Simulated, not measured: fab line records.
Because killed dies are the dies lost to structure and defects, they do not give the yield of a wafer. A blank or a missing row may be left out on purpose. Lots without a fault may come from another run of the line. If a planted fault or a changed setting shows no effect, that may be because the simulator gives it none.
8D (eight disciplines) problem report, filled in by code -- flow gf180mcu -- the parts of the form that need people (team, actions taken, sign-off) are left out

1. THE PROBLEM
Mean V5_CVD_02_THK at GF_V5_THK_MEAS_03: 1352 nm over 2 wafers in 2 lots; fault-free wafers: 1451 nm, standard deviation 19. That is -5.2 standard deviations from the usual mean.
Seen first at day 31 11:44 on film metro-03, wafer L491.2. The record has a number at this step for 39 wafers belonging to 13 lots. Rule for "out" (also "out of limits"): further than 4 standard deviations from the usual mean. The rest of the wafers with a number are treated as sound.

2. WHAT IT IS AND WHAT IT IS NOT
question,is,is not
which readings at this step,V5_CVD_02_THK,-
which lots,"L491, L492","L476, L478, L479, L481, L482, L483, L487, L496, L497, L498, L499"
which wafers of those lots,"L491.2, L492.2","L491.1, L491.3, L492.1, L492.3"
read on which gauges,"film metro-02, film metro-03",film metro-01
when,from day 31 11:44,"up to then (23 sound wafers); but 14 sound wafers of L492, L496, L497, L498, L499 came after"

3. WHAT RULES OUT EACH SUSPECT
Counting: any tool at a process step up to the reading remains a suspect provided it ran every lot that is out. Sound lots after the first of them don't rule it out here, since some wafers of a struck lot are sound.
- the gauge at GF_V5_THK_MEAS_03 has been ruled out. Those wafers that are out were read across 2 gauges (film metro-02, film metro-03).
- pecvd-04 at GF_V5_CVD_02 (deposits SiO2 from TEOS, target thk 1450 nm, time 163.28 s): kept. Every lot that is out went through it, the first being L491 (day 31 11:38); the last sound lot it ran before that was L487 (day 30 06:45). Out on those wafers are its own readings of rf fwd power W.
- At GF_V5_CVD_02, inside pecvd-04: chamber 1 took the wafers that are out, while their sound lot-mates went through chambers 0, 2.
After counting, what remains is pecvd-04 at GF_V5_CVD_02.

4. THE CAUSE (what the simulator had put in)
pecvd-04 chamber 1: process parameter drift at GF_V5_CVD_02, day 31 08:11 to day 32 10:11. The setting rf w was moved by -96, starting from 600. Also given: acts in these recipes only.
This tool alone remained once counting was done.

5. THE CHAIN OF EFFECTS, in route order
Each row: a reading where the mean over the struck wafers with a number is more than 3 standard deviations away from the usual. Scope: only readings with a usual standard deviation given in the record; hours: median across lots of the time from each lot's start at the first step in this table that gives one to its start at this step; sigmas: change in usual standard deviations.
hours,step,reading,usual,on struck wafers,change,sigmas
0,GF_V5_CVD_02,rf fwd power W,597.6 W,502.1,-95.5,-50
0,GF_V5_THK_MEAS_03,V5_CVD_02_THK,1451 nm,1352,-100,-5.2
The process steps in it:
- GF_V5_CVD_02: deposits SiO2 from TEOS, target thk 1450 nm, time 163.28 s.

6. WHAT WOULD HAVE CAUGHT IT SOONER
Counted from the fault's start at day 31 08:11, it took 4 hours until the first out-of-limits reading at a measuring or inspecting step in this record, taken at day 31 11:44.
The tool's own readings at GF_V5_CVD_02 were out on every struck wafer that the step has a row for (rf fwd power W): an alarm limit on them would have fired on the first of those.
Lots out: 2; of these, L492 started GF_V5_CVD_02 on pecvd-04 after day 31 11:44. A tool hold placed at that time would have kept it from harm.
